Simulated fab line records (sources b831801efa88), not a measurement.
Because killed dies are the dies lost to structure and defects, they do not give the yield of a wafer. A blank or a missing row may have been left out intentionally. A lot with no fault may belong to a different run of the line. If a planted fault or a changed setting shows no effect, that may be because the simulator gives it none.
fab line records ; flow sky130
[record] lots = 24; wafers = 72; last-day = 50
route steps=708 shown VT_ADJUST_LVTN@104 VIA1@471 VIA3@586 METAL5@663
lots with no fault: from the same line, run without faults
start-h: hours from the record's first day to the start of the lot's first wafer shown ; wait-h: how many hours have passed since the lot's step before this one ; " repeats the value in the row above ; L1.1+2: a single row standing in for several wafers ; - no value present, or no start provided ; * or withheld: withheld ; < > ~ a bound
route shown NAME@n: a module of which the file shows steps, and the number in the route of the first ; usual: the fault-free wafers' mean and standard deviation ; same: alike in all rows ; chamber/n: place in a boat ; sites: each site's reading ; _std_site: standard deviation across them ; _edge_site: outer sites' mean less inner sites' ; radius-mm: for every site, how far away it sits from the centre of the wafer ; mask NAME#n: copy n ; behind: the last tool/chamber to shape the wafer ; hold: what put the lot on hold/how long, in hours/how the hold closed ; device: whichever transistor did not switch (one of n, p or np) ; end of line: tests of these same wafers at the route's end ; a step with no rows: only its recipe ; killed: count of dies lost to structure and defects at first sort (not the wafer's yield) ; map: dies across one wafer; x = killed, . = not, _ = none there
set.NAME: the setting the step ran with; set.NAME@STEP: the setting that earlier step ran with ; model.NAME: the simulator's own value behind a step, which no gauge read
a sample of lots followed through the steps of the route, with each step as a table and each wafer as a row
services: when a tool's chamber went out of use (start-h, in hours from the record's first day, below 0 if earlier), for how many hours, and the reason
[[steps]]
[step SKY_VT_ADJUST_LVTN_OVL_MEAS_07]
[usual] VT_ADJUST_LVTN_OVL = 1.2/1.4
lot.wafer;tool;chamber;start-h;wait-h;VT_ADJUST_LVTN_OVL[nm]
L074.3;overlay-02;-;142.22;-;2.2
L074.4;overlay-02;-;142.22;-;2.6
L074.6;overlay-02;-;142.22;-;3.4
L075.1;overlay-01;-;149.51;-;1.0
L075.3;overlay-01;-;149.51;-;-0.5
L075.5;overlay-01;-;149.51;-;0.8
L076.4;overlay-02;-;157.93;-;0.9
L076.5;overlay-02;-;157.93;-;2.1
L076.6;overlay-02;-;157.93;-;1.1
L077.1;overlay-02;-;162.59;-;-1.0
L077.2;overlay-02;-;162.59;-;0.0
L077.4;overlay-02;-;162.59;-;0.9
L078.1;overlay-01;-;168.14;-;3.8
L078.3;overlay-01;-;168.14;-;2.2
L078.6;overlay-01;-;168.14;-;1.0
L079.1;overlay-01;-;173.19;-;1.4
L079.2;overlay-01;-;173.19;-;3.3
L079.5;overlay-01;-;173.19;-;0.8
L080.1;overlay-01;-;180.56;-;0.6
L080.3;overlay-01;-;180.56;-;0.8
L080.4;overlay-01;-;180.56;-;2.1
L081.1;overlay-01;-;186.49;-;0.2
L081.2;overlay-01;-;186.49;-;-0.9
L081.3;overlay-01;-;186.49;-;1.7
L082.1;overlay-02;-;194.19;-;1.8
L082.2;overlay-02;-;194.19;-;0.9
L082.4;overlay-02;-;194.19;-;4.1
L083.1;overlay-02;-;200.21;-;2.3
L083.2;overlay-02;-;200.21;-;0.9
L083.6;overlay-02;-;200.21;-;1.5
L084.2;overlay-02;-;206.52;-;1.3
L084.5;overlay-02;-;206.52;-;1.0
L084.6;overlay-02;-;206.52;-;3.3
L085.1;overlay-01;-;211.86;-;1.6
L085.2;overlay-01;-;211.86;-;0.2
L085.4;overlay-01;-;211.86;-;0.3
L086.2;overlay-02;-;217.45;-;-0.1
L086.3;overlay-02;-;217.45;-;-0.8
L086.6;overlay-02;-;217.45;-;-0.1
L087.1;overlay-02;-;226.81;-;2.9
L087.3;overlay-02;-;226.81;-;3.7
L087.6;overlay-02;-;226.81;-;4.1
L088.1;overlay-01;-;230.96;-;2.6
L088.2;overlay-01;-;230.96;-;2.1
L088.4;overlay-01;-;230.96;-;1.9
L089.1;overlay-02;-;236.69;-;1.5
L089.2;overlay-02;-;236.69;-;0.8
L089.4;overlay-02;-;236.69;-;1.1
L090.3;overlay-01;-;243.60;-;0.0
L090.5;overlay-01;-;243.60;-;0.2
L090.6;overlay-01;-;243.60;-;0.3
L091.1;overlay-01;-;251.94;-;-0.3
L091.4;overlay-01;-;251.94;-;0.3
L091.6;overlay-01;-;251.94;-;0.4
L092.1;overlay-01;-;256.81;-;3.4
L092.2;overlay-01;-;256.81;-;0.4
L092.5;overlay-01;-;256.81;-;1.7
L093.3;overlay-01;-;267.05;-;1.4
L093.5;overlay-01;-;267.05;-;0.3
L093.6;overlay-01;-;267.05;-;1.1
L094.1;overlay-02;-;275.34;-;1.2
L094.2;overlay-02;-;275.34;-;1.0
L094.5;overlay-02;-;275.34;-;1.3
L095.1;overlay-02;-;279.84;-;3.4
L095.3;overlay-02;-;279.84;-;-0.3
L095.4;overlay-02;-;279.84;-;1.6
L096.2;overlay-02;-;286.74;-;2.1
L096.4;overlay-02;-;286.74;-;1.7
L096.5;overlay-02;-;286.74;-;-1.0
L097.2;overlay-01;-;290.37;-;-0.3
L097.3;overlay-01;-;290.37;-;0.1
L097.5;overlay-01;-;290.37;-;0.4
[step SKY_VIA1_OVL_MEAS_13]
[usual] VIA1_OVL = 0/5.2
lot.wafer;tool;chamber;start-h;wait-h;VIA1_OVL[nm]
L074.3;overlay-02;-;799.56;0.1;4
L074.4;overlay-02;-;799.56;0.1;-2
L074.6;overlay-02;-;799.56;0.1;-1
L075.1;overlay-02;-;800.01;0.1;-1
L075.3;overlay-02;-;800.01;0.1;-6
L075.5;overlay-02;-;800.01;0.1;-3
L076.4;overlay-01;-;833.03;0.1;7
L076.5;overlay-01;-;833.03;0.1;7
L076.6;overlay-01;-;833.03;0.1;9
L077.1;overlay-01;-;833.98;0.1;0
L077.2;overlay-01;-;833.98;0.1;0
L077.4;overlay-01;-;833.98;0.1;-4
L078.1;overlay-02;-;839.74;0.1;5
L078.3;overlay-02;-;839.74;0.1;-5
L078.6;overlay-02;-;839.74;0.1;-2
L079.1;overlay-02;-;854.24;0.1;-3
L079.2;overlay-02;-;854.24;0.1;4
L079.5;overlay-02;-;854.24;0.1;-6
L080.1;overlay-02;-;855.08;0.1;-10
L080.3;overlay-02;-;855.08;0.1;-3
L080.4;overlay-02;-;855.08;0.1;0
L081.1;overlay-01;-;855.43;0.1;5
L081.2;overlay-01;-;855.43;0.1;1
L081.3;overlay-01;-;855.43;0.1;7
L082.1;overlay-01;-;861.28;0.1;-2
L082.2;overlay-01;-;861.28;0.1;-8
L082.4;overlay-01;-;861.28;0.1;-2
L083.1;overlay-01;-;876.61;0.1;3
L083.2;overlay-01;-;876.61;0.1;-3
L083.6;overlay-01;-;876.61;0.1;1
L084.2;overlay-01;-;877.35;0.1;-2
L084.5;overlay-01;-;877.35;0.1;-13
L084.6;overlay-01;-;877.35;0.1;-9
L086.2;overlay-02;-;890.16;0.1;-6
L086.3;overlay-02;-;890.16;0.1;-6
L086.6;overlay-02;-;890.16;0.1;2
L085.1;overlay-02;-;891.71;0.1;-4
L085.2;overlay-02;-;891.71;0.1;-5
L085.4;overlay-02;-;891.71;0.1;0
L089.1;overlay-02;-;911.31;0.1;-8
L089.2;overlay-02;-;911.31;0.1;-9
L089.4;overlay-02;-;911.31;0.1;-2
L088.1;overlay-02;-;913.18;0.1;2
L088.2;overlay-02;-;913.18;0.1;8
L088.4;overlay-02;-;913.18;0.1;13
L087.1;overlay-01;-;914.76;0.1;1
L087.3;overlay-01;-;914.76;0.1;-1
L087.6;overlay-01;-;914.76;0.1;-1
L090.3;overlay-01;-;915.12;0.1;-4
L090.5;overlay-01;-;915.12;0.1;2
L090.6;overlay-01;-;915.12;0.1;-3
L092.1;overlay-02;-;936.41;0.1;-1
L092.2;overlay-02;-;936.41;0.1;-1
L092.5;overlay-02;-;936.41;0.1;-3
L091.1;overlay-01;-;937.65;0.1;0
L091.4;overlay-01;-;937.65;0.1;3
L091.6;overlay-01;-;937.65;0.1;7
L093.3;overlay-01;-;941.67;0.1;-6
L093.5;overlay-01;-;941.67;0.1;3
L093.6;overlay-01;-;941.67;0.1;0
L094.1;overlay-02;-;942.40;0.1;4
L094.2;overlay-02;-;942.40;0.1;8
L094.5;overlay-02;-;942.40;0.1;-6
L095.1;overlay-01;-;956.55;0.1;-3
L095.3;overlay-01;-;956.55;0.1;-1
L095.4;overlay-01;-;956.55;0.1;-3
L097.2;overlay-01;-;962.55;0.1;-5
L097.3;overlay-01;-;962.55;0.1;3
L097.5;overlay-01;-;962.55;0.1;2
L096.2;overlay-01;-;965.43;0.1;-1
L096.4;overlay-01;-;965.43;0.1;5
L096.5;overlay-01;-;965.43;0.1;8
[step SKY_VIA3_OVL_MEAS_13]
[usual] VIA3_OVL = 0/4.7
lot.wafer;tool;chamber;start-h;wait-h;VIA3_OVL[nm]
L074.3;overlay-01;-;941.32;0.1;-2
L074.4;overlay-01;-;941.32;0.1;2
L074.6;overlay-01;-;941.32;0.1;0
L075.1;overlay-02;-;941.41;0.1;3
L075.3;overlay-02;-;941.41;0.1;-2
L075.5;overlay-02;-;941.41;0.1;1
L076.4;overlay-01;-;951.97;0.1;2
L076.5;overlay-01;-;951.97;0.1;-6
L076.6;overlay-01;-;951.97;0.1;2
L077.1;overlay-01;-;953.10;0.1;5
L077.2;overlay-01;-;953.10;0.1;4
L077.4;overlay-01;-;953.10;0.1;3
L078.1;overlay-02;-;970.36;0.1;-4
L078.3;overlay-02;-;970.36;0.1;-11
L078.6;overlay-02;-;970.36;0.1;1
L079.1;overlay-01;-;983.21;0.1;7
L079.2;overlay-01;-;983.21;0.1;-2
L079.5;overlay-01;-;983.21;0.1;-5
L080.1;overlay-01;-;984.91;0.1;5
L080.3;overlay-01;-;984.91;0.1;-6
L080.4;overlay-01;-;984.91;0.1;5
L081.1;overlay-01;-;985.95;0.1;-4
L081.2;overlay-01;-;985.95;0.1;7
L081.3;overlay-01;-;985.95;0.1;1
L082.1;overlay-02;-;992.76;0.1;-1
L082.2;overlay-02;-;992.76;0.1;4
L082.4;overlay-02;-;992.76;0.1;-2
L083.1;overlay-01;-;1003.06;0.1;6
L083.2;overlay-01;-;1003.06;0.1;9
L083.6;overlay-01;-;1003.06;0.1;4
L084.2;overlay-02;-;1006.21;0.1;-1
L084.5;overlay-02;-;1006.21;0.1;9
L084.6;overlay-02;-;1006.21;0.1;3
L086.2;overlay-02;-;1020.11;0.1;6
L086.3;overlay-02;-;1020.11;0.1;4
L086.6;overlay-02;-;1020.11;0.1;0
L085.1;overlay-01;-;1021.80;0.1;3
L085.2;overlay-01;-;1021.80;0.1;1
L085.4;overlay-01;-;1021.80;0.1;2
L089.1;overlay-02;-;1036.76;0.1;-6
L089.2;overlay-02;-;1036.76;0.1;-4
L089.4;overlay-02;-;1036.76;0.1;-5
L088.1;overlay-02;-;1040.80;0.1;6
L088.2;overlay-02;-;1040.80;0.1;7
L088.4;overlay-02;-;1040.80;0.1;-2
L087.1;overlay-02;-;1043.46;0.1;-6
L087.3;overlay-02;-;1043.46;0.1;-6
L087.6;overlay-02;-;1043.46;0.1;-6
L090.3;overlay-01;-;1045.06;0.1;0
L090.5;overlay-01;-;1045.06;0.1;-12
L090.6;overlay-01;-;1045.06;0.1;6
L092.1;overlay-01;-;1060.70;0.1;-3
L092.2;overlay-01;-;1060.70;0.1;-1
L092.5;overlay-01;-;1060.70;0.1;-3
L091.1;overlay-02;-;1061.85;0.1;2
L091.4;overlay-02;-;1061.85;0.1;7
L091.6;overlay-02;-;1061.85;0.1;1
L093.3;overlay-01;-;1067.71;0.1;-2
L093.5;overlay-01;-;1067.71;0.1;3
L093.6;overlay-01;-;1067.71;0.1;-4
L094.1;overlay-02;-;1068.21;0.1;2
L094.2;overlay-02;-;1068.21;0.1;-3
L094.5;overlay-02;-;1068.21;0.1;-3
L095.1;overlay-02;-;1076.05;0.1;4
L095.3;overlay-02;-;1076.05;0.1;8
L095.4;overlay-02;-;1076.05;0.1;8
L097.2;overlay-01;-;1082.07;0.1;4
L097.3;overlay-01;-;1082.07;0.1;0
L097.5;overlay-01;-;1082.07;0.1;-3
L096.2;overlay-01;-;1087.87;0.1;-8
L096.4;overlay-01;-;1087.87;0.1;-3
L096.5;overlay-01;-;1087.87;0.1;-4
[step SKY_VIA3_RS_MEAS_22]
[recipe] thk-meas-gauge = four-point-probe; reads = W_of_VIA3_CVD_21+TiN_of_VIA3_SPUTTER_20
[usual] VIA3_W_RS = 0.297/0.0039
lot.wafer;tool;chamber;start-h;wait-h;VIA3_W_RS[ohm/sq]
L074.3;film-metro-01;-;942.26;0.1;0.293
L074.4;film-metro-01;-;942.26;0.1;0.301
L074.6;film-metro-01;-;942.26;0.1;0.304
L075.1;film-metro-02;-;942.40;0.1;0.291
L075.3;film-metro-02;-;942.40;0.1;0.295
L075.5;film-metro-02;-;942.40;0.1;0.291
L076.4;film-metro-02;-;953.00;0.1;0.302
L076.5;film-metro-02;-;953.00;0.1;0.301
L076.6;film-metro-02;-;953.00;0.1;0.297
L077.1;film-metro-04;-;954.44;0.1;0.292
L077.2;film-metro-04;-;954.44;0.1;0.297
L077.4;film-metro-04;-;954.44;0.1;0.297
L078.1;film-metro-02;-;971.68;0.1;0.295
L078.3;film-metro-02;-;971.68;0.1;0.302
L078.6;film-metro-02;-;971.68;0.1;0.295
L079.1;film-metro-04;-;984.18;0.1;0.302
L079.2;film-metro-04;-;984.18;0.1;0.303
L079.5;film-metro-04;-;984.18;0.1;0.302
L080.1;film-metro-04;-;985.97;0.1;0.307
L080.3;film-metro-04;-;985.97;0.1;0.302
L080.4;film-metro-04;-;985.97;0.1;0.304
L081.1;film-metro-04;-;986.92;0.1;0.295
L081.2;film-metro-04;-;986.92;0.1;0.298
L081.3;film-metro-04;-;986.92;0.1;0.292
L082.1;film-metro-01;-;993.87;0.1;0.289
L082.2;film-metro-01;-;993.87;0.1;0.297
L082.4;film-metro-01;-;993.87;0.1;0.297
L083.1;film-metro-04;-;1004.04;0.1;0.297
L083.2;film-metro-04;-;1004.04;0.1;0.296
L083.6;film-metro-04;-;1004.04;0.1;0.294
L084.2;film-metro-02;-;1007.49;0.1;0.302
L084.5;film-metro-02;-;1007.49;0.1;0.298
L084.6;film-metro-02;-;1007.49;0.1;0.294
L086.2;film-metro-02;-;1021.04;0.1;0.297
L086.3;film-metro-02;-;1021.04;0.1;0.296
L086.6;film-metro-02;-;1021.04;0.1;0.295
L085.1;film-metro-04;-;1022.80;0.1;0.293
L085.2;film-metro-04;-;1022.80;0.1;0.296
L085.4;film-metro-04;-;1022.80;0.1;0.295
L089.1;film-metro-04;-;1037.67;0.1;0.300
L089.2;film-metro-04;-;1037.67;0.1;0.292
L089.4;film-metro-04;-;1037.67;0.1;0.293
L088.1;film-metro-04;-;1041.80;0.1;0.296
L088.2;film-metro-04;-;1041.80;0.1;0.297
L088.4;film-metro-04;-;1041.80;0.1;0.298
L087.1;film-metro-02;-;1044.46;0.1;0.295
L087.3;film-metro-02;-;1044.46;0.1;0.300
L087.6;film-metro-02;-;1044.46;0.1;0.298
L090.3;film-metro-01;-;1046.38;0.1;0.291
L090.5;film-metro-01;-;1046.38;0.1;0.293
L090.6;film-metro-01;-;1046.38;0.1;0.298
L092.1;film-metro-01;-;1061.61;0.1;0.292
L092.2;film-metro-01;-;1061.61;0.1;0.296
L092.5;film-metro-01;-;1061.61;0.1;0.296
L091.1;film-metro-02;-;1062.76;0.1;0.295
L091.4;film-metro-02;-;1062.76;0.1;0.293
L091.6;film-metro-02;-;1062.76;0.1;0.293
L093.3;film-metro-01;-;1068.75;0.2;0.296
L093.5;film-metro-01;-;1068.75;0.2;0.293
L093.6;film-metro-01;-;1068.75;0.2;0.302
L094.1;film-metro-02;-;1069.14;0.1;0.297
L094.2;film-metro-02;-;1069.14;0.1;0.292
L094.5;film-metro-02;-;1069.14;0.1;0.290
L095.1;film-metro-04;-;1076.96;0.1;0.299
L095.3;film-metro-04;-;1076.96;0.1;0.299
L095.4;film-metro-04;-;1076.96;0.1;0.300
L097.2;film-metro-02;-;1083.49;0.1;0.299
L097.3;film-metro-02;-;1083.49;0.1;0.298
L097.5;film-metro-02;-;1083.49;0.1;0.295
L096.2;film-metro-04;-;1088.80;0.1;0.297
L096.4;film-metro-04;-;1088.80;0.1;0.298
L096.5;film-metro-04;-;1088.80;0.1;0.298
[step SKY_METAL5_SPUTTER_02]
[recipe] material = AlCu; target-thk-nm = 1150; power-w = 10600; time-s = 61.2; chamber-pressure-pa = 0.4
[usual] chamber-pressure-pa = 0.4000/0.00075; throttle-valve-pct = 30.2/1.1
lot.wafer;tool;chamber;start-h;wait-h;chamber-pressure-pa;throttle-valve-pct
L074.3;pvd-sputter-01;-;1018.23;0.0;0.3996;29.2
L074.4;pvd-sputter-01;-;1018.23;0.0;0.3996;30.6
L074.6;pvd-sputter-01;-;1018.23;0.0;0.4005;29.1
L075.1;pvd-sputter-04;-;1019.89;0.0;0.4013;30.1
L075.3;pvd-sputter-04;-;1019.89;0.0;0.3998;28.8
L075.5;pvd-sputter-04;-;1019.89;0.0;0.3994;30.3
L076.4;pvd-sputter-04;-;1027.83;0.0;0.3989;30.2
L076.5;pvd-sputter-04;-;1027.83;0.0;0.4010;31.2
L076.6;pvd-sputter-04;-;1027.83;0.0;0.4003;28.6
L077.1;pvd-sputter-02;-;1029.32;0.0;0.3993;32.2
L077.2;pvd-sputter-02;-;1029.32;0.0;0.3997;29.1
L077.4;pvd-sputter-02;-;1029.32;0.0;0.3999;30.6
L078.1;pvd-sputter-04;-;1046.35;0.0;0.3995;31.2
L078.3;pvd-sputter-04;-;1046.35;0.0;0.4014;29.8
L078.6;pvd-sputter-04;-;1046.35;0.0;0.3997;31.5
L079.1;pvd-sputter-02;-;1055.93;0.0;0.3990;32.1
L079.2;pvd-sputter-02;-;1055.93;0.0;0.4010;29.2
L079.5;pvd-sputter-02;-;1055.93;0.0;0.4000;28.7
L080.1;pvd-sputter-02;-;1059.55;0.0;0.4017;32.0
L080.3;pvd-sputter-02;-;1059.55;0.0;0.3992;30.7
L080.4;pvd-sputter-02;-;1059.55;0.0;0.4010;28.5
L081.1;pvd-sputter-04;-;1061.61;0.0;0.4005;30.3
L081.2;pvd-sputter-04;-;1061.61;0.0;0.3991;30.1
L081.3;pvd-sputter-04;-;1061.61;0.0;0.3991;28.6
L082.1;pvd-sputter-02;-;1066.23;0.0;0.4009;28.3
L082.2;pvd-sputter-02;-;1066.23;0.0;0.3994;30.8
L082.4;pvd-sputter-02;-;1066.23;0.0;0.4006;29.2
L083.1;pvd-sputter-04;-;1075.60;0.0;0.4006;30.1
L083.2;pvd-sputter-04;-;1075.60;0.0;0.3995;31.5
L083.6;pvd-sputter-04;-;1075.60;0.0;0.3991;30.3
L084.2;pvd-sputter-01;-;1076.38;0.0;0.3988;29.4
L084.5;pvd-sputter-01;-;1076.38;0.0;0.3997;31.3
L084.6;pvd-sputter-01;-;1076.38;0.0;0.4004;29.1
L086.2;pvd-sputter-01;-;1091.70;0.0;0.3995;30.9
L086.3;pvd-sputter-01;-;1091.70;0.0;0.4009;31.3
L086.6;pvd-sputter-01;-;1091.70;0.0;0.3994;29.6
L085.1;pvd-sputter-02;-;1093.17;0.0;0.3991;30.7
L085.2;pvd-sputter-02;-;1093.17;0.0;0.3991;32.1
L085.4;pvd-sputter-02;-;1093.17;0.0;0.4002;29.2
L089.1;pvd-sputter-02;-;1106.05;0.0;0.3993;32.0
L089.2;pvd-sputter-02;-;1106.05;0.0;0.3995;29.5
L089.4;pvd-sputter-02;-;1106.05;0.0;0.3993;29.3
L088.1;pvd-sputter-04;-;1110.31;0.0;0.3994;28.7
L088.2;pvd-sputter-04;-;1110.31;0.0;0.4000;31.3
L088.4;pvd-sputter-04;-;1110.31;0.0;0.4002;29.9
L087.1;pvd-sputter-01;-;1112.86;0.0;0.3992;30.3
L087.3;pvd-sputter-01;-;1112.86;0.0;0.3998;31.2
L087.6;pvd-sputter-01;-;1112.86;0.0;0.4012;30.3
L090.3;pvd-sputter-01;-;1115.28;0.0;0.4011;31.5
L090.5;pvd-sputter-01;-;1115.28;0.0;0.4007;30.5
L090.6;pvd-sputter-01;-;1115.28;0.0;0.4004;31.4
L092.1;pvd-sputter-01;-;1127.41;0.0;0.3989;30.4
L092.2;pvd-sputter-01;-;1127.41;0.0;0.4005;30.6
L092.5;pvd-sputter-01;-;1127.41;0.0;0.4002;30.6
L091.1;pvd-sputter-02;-;1128.93;0.0;0.4009;30.5
L091.4;pvd-sputter-02;-;1128.93;0.0;0.4008;32.1
L091.6;pvd-sputter-02;-;1128.93;0.0;0.3988;28.6
L093.3;pvd-sputter-01;-;1135.58;0.0;0.3999;29.4
L093.5;pvd-sputter-01;-;1135.58;0.0;0.3997;29.1
L093.6;pvd-sputter-01;-;1135.58;0.0;0.3992;31.4
L094.1;pvd-sputter-01;-;1136.53;0.0;0.4003;31.5
L094.2;pvd-sputter-01;-;1136.53;0.0;0.3996;30.4
L094.5;pvd-sputter-01;-;1136.53;0.0;0.3983;30.5
L095.1;pvd-sputter-02;-;1140.90;0.0;0.4001;32.3
L095.3;pvd-sputter-02;-;1140.90;0.0;0.4003;29.5
L095.4;pvd-sputter-02;-;1140.90;0.0;0.4008;30.7
L097.2;pvd-sputter-04;-;1147.27;0.0;0.4011;28.7
L097.3;pvd-sputter-04;-;1147.27;0.0;0.4005;30.2
L097.5;pvd-sputter-04;-;1147.27;0.0;0.3998;30.2
L096.2;pvd-sputter-04;-;1152.01;0.0;0.3999;30.3
L096.4;pvd-sputter-04;-;1152.01;0.0;0.3995;31.5
L096.5;pvd-sputter-04;-;1152.01;0.0;0.3988;30.3
[step SKY_METAL5_THK_MEAS_06]
[recipe] thk-meas-gauge = xrf; reads = AlCu_of_METAL5_SPUTTER_02
[usual] METAL5_ALCU_THK = 1149/15
lot.wafer;tool;chamber;start-h;wait-h;METAL5_ALCU_THK[nm]
L074.3;film-metro-02;-;1018.48;0.1;1164
L074.4;film-metro-02;-;1018.48;0.1;1155
L074.6;film-metro-02;-;1018.48;0.1;1161
L075.1;film-metro-03;-;1020.13;0.1;1155
L075.3;film-metro-03;-;1020.13;0.1;1128
L075.5;film-metro-03;-;1020.13;0.1;1154
L076.4;film-metro-03;-;1028.07;0.1;1161
L076.5;film-metro-03;-;1028.07;0.1;1137
L076.6;film-metro-03;-;1028.07;0.1;1119
L077.1;film-metro-04;-;1029.56;0.1;1170
L077.2;film-metro-04;-;1029.56;0.1;1153
L077.4;film-metro-04;-;1029.56;0.1;1157
L078.1;film-metro-03;-;1046.59;0.1;1157
L078.3;film-metro-03;-;1046.59;0.1;1154
L078.6;film-metro-03;-;1046.59;0.1;1166
L079.1;film-metro-02;-;1056.17;0.1;1158
L079.2;film-metro-02;-;1056.17;0.1;1136
L079.5;film-metro-02;-;1056.17;0.1;1162
L080.1;film-metro-03;-;1059.79;0.1;1162
L080.3;film-metro-03;-;1059.79;0.1;1142
L080.4;film-metro-03;-;1059.79;0.1;1163
L081.1;film-metro-02;-;1061.85;0.1;1141
L081.2;film-metro-02;-;1061.85;0.1;1142
L081.3;film-metro-02;-;1061.85;0.1;1121
L082.1;film-metro-02;-;1066.50;0.1;1164
L082.2;film-metro-02;-;1066.50;0.1;1143
L082.4;film-metro-02;-;1066.50;0.1;1145
L083.1;film-metro-02;-;1075.84;0.1;1137
L083.2;film-metro-02;-;1075.84;0.1;1166
L083.6;film-metro-02;-;1075.84;0.1;1180
L084.2;film-metro-02;-;1076.63;0.1;1144
L084.5;film-metro-02;-;1076.63;0.1;1151
L084.6;film-metro-02;-;1076.63;0.1;1142
L086.2;film-metro-04;-;1091.95;0.1;1141
L086.3;film-metro-04;-;1091.95;0.1;1154
L086.6;film-metro-04;-;1091.95;0.1;1150
L085.1;film-metro-04;-;1093.41;0.1;1149
L085.2;film-metro-04;-;1093.41;0.1;1170
L085.4;film-metro-04;-;1093.41;0.1;1157
L089.1;film-metro-03;-;1106.28;0.1;1137
L089.2;film-metro-03;-;1106.28;0.1;1129
L089.4;film-metro-03;-;1106.28;0.1;1130
L088.1;film-metro-04;-;1110.55;0.1;1156
L088.2;film-metro-04;-;1110.55;0.1;1196
L088.4;film-metro-04;-;1110.55;0.1;1164
L087.1;film-metro-04;-;1113.09;0.1;1135
L087.3;film-metro-04;-;1113.09;0.1;1152
L087.6;film-metro-04;-;1113.09;0.1;1156
L090.3;film-metro-03;-;1115.54;0.1;1122
L090.5;film-metro-03;-;1115.54;0.1;1124
L090.6;film-metro-03;-;1115.54;0.1;1138
L092.1;film-metro-02;-;1127.64;0.1;1141
L092.2;film-metro-02;-;1127.64;0.1;1150
L092.5;film-metro-02;-;1127.64;0.1;1142
L091.1;film-metro-03;-;1129.16;0.1;1155
L091.4;film-metro-03;-;1129.16;0.1;1152
L091.6;film-metro-03;-;1129.16;0.1;1158
L093.3;film-metro-04;-;1135.84;0.1;1136
L093.5;film-metro-04;-;1135.84;0.1;1142
L093.6;film-metro-04;-;1135.84;0.1;1149
L094.1;film-metro-03;-;1136.77;0.1;1125
L094.2;film-metro-03;-;1136.77;0.1;1138
L094.5;film-metro-03;-;1136.77;0.1;1133
L095.1;film-metro-04;-;1141.14;0.1;1157
L095.3;film-metro-04;-;1141.14;0.1;1140
L095.4;film-metro-04;-;1141.14;0.1;1148
L097.2;film-metro-03;-;1147.52;0.1;1134
L097.3;film-metro-03;-;1147.52;0.1;1152
L097.5;film-metro-03;-;1147.52;0.1;1150
L096.2;film-metro-03;-;1152.25;0.1;1143
L096.4;film-metro-03;-;1152.25;0.1;1145
L096.5;film-metro-03;-;1152.25;0.1;1137
[[services]]
tool;chamber;start-h;hours;kind
pvd-sputter-04;3;1021.66;-;consumable-replace:kit
pvd-sputter-04;3;1021.66;18.0;scheduled-down
pvd-sputter-04;3;1021.66;18.0;vent-cycle
pvd-sputter-01;2;1088.72;-;consumable-replace:kit
pvd-sputter-01;2;1088.72;18.0;scheduled-down
pvd-sputter-01;2;1088.72;18.0;vent-cycle
pvd-sputter-02;1;1099.65;-;consumable-replace:kit
pvd-sputter-02;1;1099.65;18.0;scheduled-down
pvd-sputter-02;1;1099.65;18.0;vent-cycle
pvd-sputter-04;2;1110.43;-;consumable-replace:kit
pvd-sputter-04;2;1110.43;18.0;scheduled-down
pvd-sputter-04;2;1110.43;18.0;vent-cycle
[[key]]
fault none
